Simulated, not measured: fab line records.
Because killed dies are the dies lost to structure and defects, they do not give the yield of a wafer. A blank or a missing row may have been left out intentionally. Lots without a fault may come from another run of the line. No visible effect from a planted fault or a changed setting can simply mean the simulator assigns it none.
fab line records ; flow gf180mcu
[record] lots = 13; wafers = 39; last_day = 34
route steps=602 shown MVPSD@89 VT_IMPLANT@121 HV_LDD@178
lots that met no fault: taken from a fault-free run of the same line
start_h: the number of hours between the record's first day and the start of the first shown wafer of the lot ; wait_h: hours elapsed since this lot's preceding step ; " same as the row above ; L1.1+2: a single row standing in for several wafers ; - no value, or no start was given ; * or withheld: withheld ; < > ~ a bound
route shown NAME@n: a module of which the file shows steps, and the number in the route of the first ; usual: mean and standard deviation over wafers with no fault ; same: alike in all rows ; chamber/n: place in a boat ; sites: the reading at each site ; _std_site: the values' standard deviation ; _edge_site: outer sites' mean less inner sites' ; radius_mm: for every site, how far away it sits from the centre of the wafer ; mask NAME#n: copy n ; behind: the most recent tool/chamber to have shaped the wafer ; hold: why the lot went on hold/how many hours it stayed there/how the hold came to an end ; device: whichever transistor did not switch (one of n, p or np) ; end of line: the tests these same wafers got at the end of their route ; where a step has no rows: the recipe by itself ; killed: count of dies lost to structure and defects at first sort (not the wafer's yield) ; map: shows each die of a wafer: x if killed, . if not, _ if none is there
set.NAME: the setting the step ran with; set.NAME@STEP: the setting that earlier step ran with ; model.NAME: the simulator's own value behind a step, which no gauge read
the route's steps for a sample of lots (tables are steps, rows are wafers)
services: the hour from which a tool's chamber was out of use, counted from the record's first day as start_h (under 0 if before that day), plus the number of hours and why
[[steps]]
[step GF_MVPSD_TW_MEAS_11]
[usual] MVPSD_TW = 553/7.8
lot.wafer;tool;chamber;start_h;wait_h;MVPSD_TW
L332.3;film_metro-02;-;106.08;0.1;561
L332.5;film_metro-02;-;106.08;0.1;560
L332.6;film_metro-02;-;106.08;0.1;565
L334.1;film_metro-02;-;114.56;0.1;558
L334.2;film_metro-02;-;114.56;0.1;558
L334.4;film_metro-02;-;114.56;0.1;560
L336.1;film_metro-01;-;129.60;0.1;550
L336.4;film_metro-01;-;129.60;0.1;549
L336.6;film_metro-01;-;129.60;0.1;552
L337.1;film_metro-01;-;129.76;0.1;546
L337.3;film_metro-01;-;129.76;0.1;549
L337.6;film_metro-01;-;129.76;0.1;546
L341.3;film_metro-04;-;149.54;0.1;539
L341.4;film_metro-04;-;149.54;0.1;544
L341.5;film_metro-04;-;149.54;0.1;542
L342.2;film_metro-04;-;156.28;0.1;543
L342.4;film_metro-04;-;156.28;0.1;547
L342.6;film_metro-04;-;156.28;0.1;548
L343.1;film_metro-02;-;159.20;0.1;562
L343.2;film_metro-02;-;159.20;0.1;558
L343.4;film_metro-02;-;159.20;0.1;561
L345.2;film_metro-04;-;174.16;0.1;543
L345.3;film_metro-04;-;174.16;0.1;544
L345.6;film_metro-04;-;174.16;0.1;544
L349.3;film_metro-01;-;200.58;0.1;551
L349.4;film_metro-01;-;200.58;0.1;551
L349.5;film_metro-01;-;200.58;0.1;555
L352.2;film_metro-01;-;215.96;0.1;552
L352.4;film_metro-01;-;215.96;0.1;553
L352.6;film_metro-01;-;215.96;0.1;551
L353.1;film_metro-02;-;221.72;0.1;566
L353.3;film_metro-02;-;221.72;0.1;561
L353.6;film_metro-02;-;221.72;0.1;563
L354.1;film_metro-02;-;228.20;0.1;562
L354.2;film_metro-02;-;228.20;0.1;564
L354.4;film_metro-02;-;228.20;0.1;566
L355.1;film_metro-02;-;232.96;0.1;559
L355.2;film_metro-02;-;232.96;0.1;560
L355.3;film_metro-02;-;232.96;0.1;563
[step GF_VT_IMPLANT_STRIP_31]
[recipe] chemistry = O2/N2; power_w = 1400; pressure_mtorr = 1500; platen_temp_c = 250; o2_flow_sccm = 3000; n2_flow_sccm = 300; overash_fraction = 0.5
[usual] drypump_motor_current_A = 5.8/0.43; heater_power_w = 337/41; oes_product_au = 0.716/0.0046; strip_time_to_endpoint_s = 12.63/0.032
lot.wafer;tool;chamber;start_h;wait_h;drypump_motor_current_A;heater_power_w;oes_product_au;rf_hours_counter_h;strip_time_to_endpoint_s
L332.3;plasma_asher-02;1;149.60;0.1;6.0;330;0.714;-;12.66
L332.5;plasma_asher-02;0;149.60;0.1;4.9;303;0.715;-;12.62
L332.6;plasma_asher-02;1;149.60;0.1;6.0;330;0.713;-;12.62
L334.1;plasma_asher-01;1;158.80;0.1;5.6;392;0.724;56;12.63
L334.2;plasma_asher-01;0;158.80;0.1;5.6;344;0.713;56;12.62
L334.4;plasma_asher-01;0;158.80;0.1;5.6;342;0.714;-;12.61
L336.1;plasma_asher-03;0;176.16;0.1;5.5;297;0.714;6;12.60
L336.4;plasma_asher-03;1;176.16;0.1;6.6;300;0.723;-;12.59
L336.6;plasma_asher-03;0;176.16;0.1;5.5;297;0.716;-;12.62
L337.1;plasma_asher-03;0;176.46;0.1;5.5;298;0.712;6;12.64
L337.3;plasma_asher-03;0;176.46;0.1;5.5;297;0.717;-;12.62
L337.6;plasma_asher-03;0;176.46;0.1;5.5;299;0.728;-;12.61
L341.3;plasma_asher-01;0;198.20;0.1;5.6;339;0.724;-;12.64
L341.4;plasma_asher-01;1;198.20;0.1;5.6;395;0.707;-;12.67
L341.5;plasma_asher-01;0;198.20;0.1;5.6;334;0.719;-;12.65
L342.2;plasma_asher-03;0;204.80;0.1;5.5;290;0.716;9;12.61
L342.4;plasma_asher-03;0;204.80;0.1;5.5;298;0.713;-;12.63
L342.6;plasma_asher-03;0;204.80;0.1;5.5;294;0.717;-;12.63
L343.1;plasma_asher-01;0;209.25;0.1;5.6;332;0.722;61;12.60
L343.2;plasma_asher-01;1;209.25;0.1;5.6;394;0.717;61;12.65
L343.4;plasma_asher-01;0;209.25;0.1;5.7;339;0.718;-;12.64
L345.2;plasma_asher-01;1;224.32;0.1;5.6;393;0.730;63;12.69
L345.3;plasma_asher-01;1;224.32;0.1;5.5;397;0.713;-;12.63
L345.6;plasma_asher-01;1;224.32;0.1;5.6;398;0.721;-;12.63
L349.3;plasma_asher-02;1;253.89;0.1;6.0;332;0.717;-;12.59
L349.4;plasma_asher-02;0;253.89;0.1;4.9;304;0.717;-;12.63
L349.5;plasma_asher-02;0;253.89;0.1;4.9;302;0.721;-;12.61
L352.2;plasma_asher-01;1;270.82;0.1;5.6;399;0.709;67;12.64
L352.4;plasma_asher-01;0;270.82;0.1;5.6;338;0.714;-;12.57
L352.6;plasma_asher-01;0;270.82;0.1;5.6;338;0.715;-;12.60
L353.1;plasma_asher-01;1;276.77;0.1;5.6;387;0.711;68;12.60
L353.3;plasma_asher-01;0;276.77;0.1;5.6;335;0.713;-;12.63
L353.6;plasma_asher-01;0;276.77;0.1;5.6;335;0.717;-;12.61
L354.1;plasma_asher-01;0;283.30;0.1;5.6;334;0.714;68;12.62
L354.2;plasma_asher-01;1;283.30;0.1;5.6;405;0.712;68;12.65
L354.4;plasma_asher-01;0;283.30;0.1;5.7;341;0.716;-;12.64
L355.1;plasma_asher-01;0;287.85;0.1;5.7;342;0.708;69;12.62
L355.2;plasma_asher-01;1;287.85;0.1;5.6;391;0.724;69;12.57
L355.3;plasma_asher-01;0;287.85;0.1;5.6;329;0.713;-;12.59
[step GF_HV_LDD_COAT_02]
[recipe] resist = NOVOLAK; spin_rpm = 3000; resist_thk_nm = 1000
[usual] chill_plate_temp_C = 23.03/0.1; spin_speed_rpm = 3000.3/1.8
lot.wafer;tool;chamber;start_h;wait_h;chill_plate_temp_C;spin_speed_rpm
L332.3;litho_track-04;0;217.72;0.1;22.76;3001.4
L332.5;litho_track-04;0;217.72;0.1;22.84;2999.9
L332.6;litho_track-04;0;217.72;0.1;23.11;3001.0
L334.1;litho_track-04;0;224.72;0.1;23.09;3000.0
L334.2;litho_track-04;0;224.72;0.1;23.04;3001.0
L334.4;litho_track-04;0;224.72;0.1;22.98;3002.4
L336.1;litho_track-03;0;244.58;0.1;23.13;2999.6
L336.4;litho_track-03;0;244.58;0.1;23.10;3000.1
L336.6;litho_track-03;0;244.58;0.1;23.18;2997.2
L337.1;litho_track-03;0;246.53;0.1;22.93;2999.4
L337.3;litho_track-03;0;246.53;0.1;22.94;2999.1
L337.6;litho_track-03;0;246.53;0.1;23.07;2999.6
L341.3;litho_track-03;0;273.48;0.1;23.13;3001.1
L341.4;litho_track-03;0;273.48;0.1;23.01;2998.3
L341.5;litho_track-03;0;273.48;0.1;23.17;3002.8
L342.2;litho_track-03;0;284.26;0.1;22.89;3001.5
L342.4;litho_track-03;0;284.26;0.1;23.04;3000.7
L342.6;litho_track-03;0;284.26;0.1;22.93;3003.1
L343.1;litho_track-02;0;284.27;0.1;23.18;3001.1
L343.2;litho_track-02;0;284.27;0.1;23.01;3001.7
L343.4;litho_track-02;0;284.27;0.1;23.03;3000.2
L345.2;litho_track-02;0;307.65;0.1;23.04;3001.1
L345.3;litho_track-02;0;307.65;0.1;23.01;3001.7
L345.6;litho_track-02;0;307.65;0.1;23.04;2997.9
L349.3;litho_track-04;0;334.76;0.1;23.12;3000.2
L349.4;litho_track-04;0;334.76;0.1;22.99;3000.4
L349.5;litho_track-04;0;334.76;0.1;23.11;2998.0
L352.2;litho_track-03;0;355.70;0.1;22.93;3252.3
L352.4;litho_track-03;0;355.70;0.1;22.77;3248.2
L352.6;litho_track-03;0;355.70;0.1;22.92;3251.5
L353.1;litho_track-03;0;356.28;0.1;23.06;3250.8
L353.3;litho_track-03;0;356.28;0.1;23.09;3253.1
L353.6;litho_track-03;0;356.28;0.1;23.08;3250.3
L354.1;litho_track-02;0;365.07;0.1;22.97;2999.3
L354.2;litho_track-02;0;365.07;0.1;22.91;3003.3
L354.4;litho_track-02;0;365.07;0.1;22.96;3001.0
L355.1;litho_track-04;0;371.56;0.1;23.08;3003.4
L355.2;litho_track-04;0;371.56;0.1;23.07;2998.6
L355.3;litho_track-04;0;371.56;0.1;23.17;2999.6
[step GF_HV_LDD_STRIP_10]
[recipe] chemistry = O2/N2; power_w = 1400; pressure_mtorr = 1500; platen_temp_c = 250; o2_flow_sccm = 3000; n2_flow_sccm = 300; overash_fraction = 0.5
[usual] drypump_motor_current_A = 5.8/0.37; heater_power_w = 343/38; oes_product_au = 0.716/0.0045; strip_time_to_endpoint_s = 12.641/0.027
lot.wafer;tool;chamber;start_h;wait_h;drypump_motor_current_A;heater_power_w;oes_product_au;rf_hours_counter_h;strip_time_to_endpoint_s
L332.3;plasma_asher-04;1;226.36;0.1;6.1;367;0.717;-;12.633
L332.5;plasma_asher-04;0;226.36;0.1;5.4;315;0.714;-;12.616
L332.6;plasma_asher-04;1;226.36;0.1;6.1;366;0.717;-;12.637
L334.1;plasma_asher-01;0;233.94;0.1;5.6;337;0.710;64;12.681
L334.2;plasma_asher-01;1;233.94;0.1;5.7;399;0.715;64;12.637
L334.4;plasma_asher-01;1;233.94;0.1;5.6;386;0.711;-;12.624
L336.1;plasma_asher-04;0;254.22;0.1;5.4;314;0.710;58;12.697
L336.4;plasma_asher-04;0;254.22;0.1;5.4;319;0.718;-;12.662
L336.6;plasma_asher-04;0;254.22;0.1;5.4;313;0.705;-;12.661
L337.1;plasma_asher-01;1;256.37;0.1;5.6;388;0.714;66;12.633
L337.3;plasma_asher-01;1;256.37;0.1;5.6;398;0.716;-;12.618
L337.6;plasma_asher-01;1;256.37;0.1;5.7;396;0.714;-;12.598
L341.3;plasma_asher-03;1;283.90;0.1;6.6;296;0.715;-;12.630
L341.4;plasma_asher-03;0;283.90;0.1;5.5;296;0.715;-;12.639
L341.5;plasma_asher-03;1;283.90;0.1;6.6;301;0.713;-;12.627
L342.2;plasma_asher-04;0;294.42;0.1;5.4;313;0.715;62;12.648
L342.4;plasma_asher-04;0;294.42;0.1;5.4;313;0.714;-;12.652
L342.6;plasma_asher-04;1;294.42;0.1;6.1;375;0.709;-;12.649
L343.1;plasma_asher-01;1;294.72;0.1;5.7;399;0.712;70;12.661
L343.2;plasma_asher-01;0;294.72;0.1;5.6;340;0.714;70;12.669
L343.4;plasma_asher-01;1;294.72;0.1;5.6;399;0.710;-;12.617
L345.2;plasma_asher-03;0;318.84;0.1;5.5;293;0.712;20;12.611
L345.3;plasma_asher-03;1;318.84;0.1;6.6;296;0.714;-;12.667
L345.6;plasma_asher-03;0;318.84;0.1;5.6;289;0.719;-;12.621
L349.3;plasma_asher-03;1;344.85;0.1;6.6;295;0.714;-;12.657
L349.4;plasma_asher-03;0;344.85;0.1;5.5;295;0.724;-;12.656
L349.5;plasma_asher-03;1;344.85;0.1;6.6;303;0.716;-;12.660
L352.2;plasma_asher-04;1;367.08;0.1;6.0;365;0.712;70;12.207
L352.4;plasma_asher-04;1;367.08;0.1;6.0;377;0.722;-;12.176
L352.6;plasma_asher-04;0;367.08;0.1;5.4;325;0.722;-;12.244
L353.1;plasma_asher-01;0;367.69;0.1;5.6;338;0.720;78;12.173
L353.3;plasma_asher-01;0;367.69;0.1;5.7;340;0.717;-;12.185
L353.6;plasma_asher-01;0;367.69;0.1;5.7;330;0.722;-;12.174
L354.1;plasma_asher-03;1;376.49;0.1;6.6;297;0.722;25;12.650
L354.2;plasma_asher-03;0;376.49;0.1;5.5;288;0.719;25;12.642
L354.4;plasma_asher-03;0;376.49;0.1;5.5;300;0.713;-;12.640
L355.1;plasma_asher-01;1;383.42;0.1;5.6;412;0.725;79;12.661
L355.2;plasma_asher-01;0;383.42;0.1;5.7;334;0.714;79;12.689
L355.3;plasma_asher-01;0;383.42;0.1;5.7;337;0.710;-;12.658
[step GF_HV_LDD_CD_MEAS_19]
[recipe] target_cd_nm = 400
[usual] cd_nm = 400.1/2.1
lot.wafer;tool;chamber;start_h;wait_h;cd_nm
L332.3;cd_sem-02;-;243.73;0.1;398.8
L332.5;cd_sem-02;-;243.73;0.1;400.4
L332.6;cd_sem-02;-;243.73;0.1;400.3
L334.1;cd_sem-02;-;252.43;0.1;401.9
L334.2;cd_sem-02;-;252.43;0.1;403.3
L334.4;cd_sem-02;-;252.43;0.1;400.9
L336.1;cd_sem-01;-;272.27;0.1;397.4
L336.4;cd_sem-01;-;272.27;0.1;399.4
L336.6;cd_sem-01;-;272.27;0.1;401.5
L337.1;cd_sem-01;-;274.92;0.1;400.0
L337.3;cd_sem-01;-;274.92;0.1;400.5
L337.6;cd_sem-01;-;274.92;0.1;399.7
L341.3;cd_sem-02;-;302.26;0.1;401.5
L341.4;cd_sem-02;-;302.26;0.1;399.6
L341.5;cd_sem-02;-;302.26;0.1;400.5
L342.2;cd_sem-01;-;313.69;0.1;399.9
L342.4;cd_sem-01;-;313.69;0.1;400.3
L342.6;cd_sem-01;-;313.69;0.1;399.9
L343.1;cd_sem-01;-;314.62;0.1;397.1
L343.2;cd_sem-01;-;314.62;0.1;395.5
L343.4;cd_sem-01;-;314.62;0.1;398.4
L345.2;cd_sem-01;-;339.24;0.1;402.8
L345.3;cd_sem-01;-;339.24;0.1;404.1
L345.6;cd_sem-01;-;339.24;0.1;404.0
L349.3;cd_sem-01;-;366.05;0.1;400.0
L349.4;cd_sem-01;-;366.05;0.1;399.1
L349.5;cd_sem-01;-;366.05;0.1;399.4
L352.2;cd_sem-02;-;389.65;0.1;397.0
L352.4;cd_sem-02;-;389.65;0.1;399.1
L352.6;cd_sem-02;-;389.65;0.1;396.8
L353.1;cd_sem-02;-;389.93;0.1;398.5
L353.3;cd_sem-02;-;389.93;0.1;399.2
L353.6;cd_sem-02;-;389.93;0.1;399.6
L354.1;cd_sem-01;-;399.18;0.1;403.6
L354.2;cd_sem-01;-;399.18;0.1;404.3
L354.4;cd_sem-01;-;399.18;0.1;404.5
L355.1;cd_sem-02;-;406.13;0.1;396.9
L355.2;cd_sem-02;-;406.13;0.1;398.0
L355.3;cd_sem-02;-;406.13;0.1;398.0
[[services]]
tool;chamber;start_h;hours;kind
plasma_asher-02;-;136.15;1.6;repair
plasma_asher-03;-;136.32;7.5;pm
plasma_asher-03;-;181.61;3.2;repair
plasma_asher-03;-;351.05;3.5;repair
plasma_asher-03;-;358.53;1.3;repair
plasma_asher-03;-;382.36;2.7;repair
[[key]]
[first_sign] step = GF_HV_LDD_COAT_02; reading = spin_speed_rpm; direction = up; sigmas = 99+; usual = *; struck = *
[effect] step = GF_HV_LDD_STRIP_10; reading = strip_time_to_endpoint_s; direction = down; sigmas = 16; usual = *; struck = *
met_at GF_HV_LDD_COAT_02
struck_lots L352,L353
tester_left_out L352,L353
not_acting_at GF_MVPSD_TW_MEAS_11,GF_VT_IMPLANT_STRIP_31,GF_HV_LDD_CD_MEAS_19
onset_between 284.26 355.70
[fault] kind = process_parameter_drift; tool = litho_track-03; chamber = -; onset_h = 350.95; steps = GF_HV_LDD_COAT_02; channel = spin_rpm; offset = *; shape = step; end_h = 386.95; acts_in = *; stated = *
// tester_left_out: of these lots the tester's yield and bins aren't shown, on N5 and GAA mostly nor the transistor test; their killed dies are dies lost to structure and defects alone, not to doping, threshold or leakage, so they don't give the yield
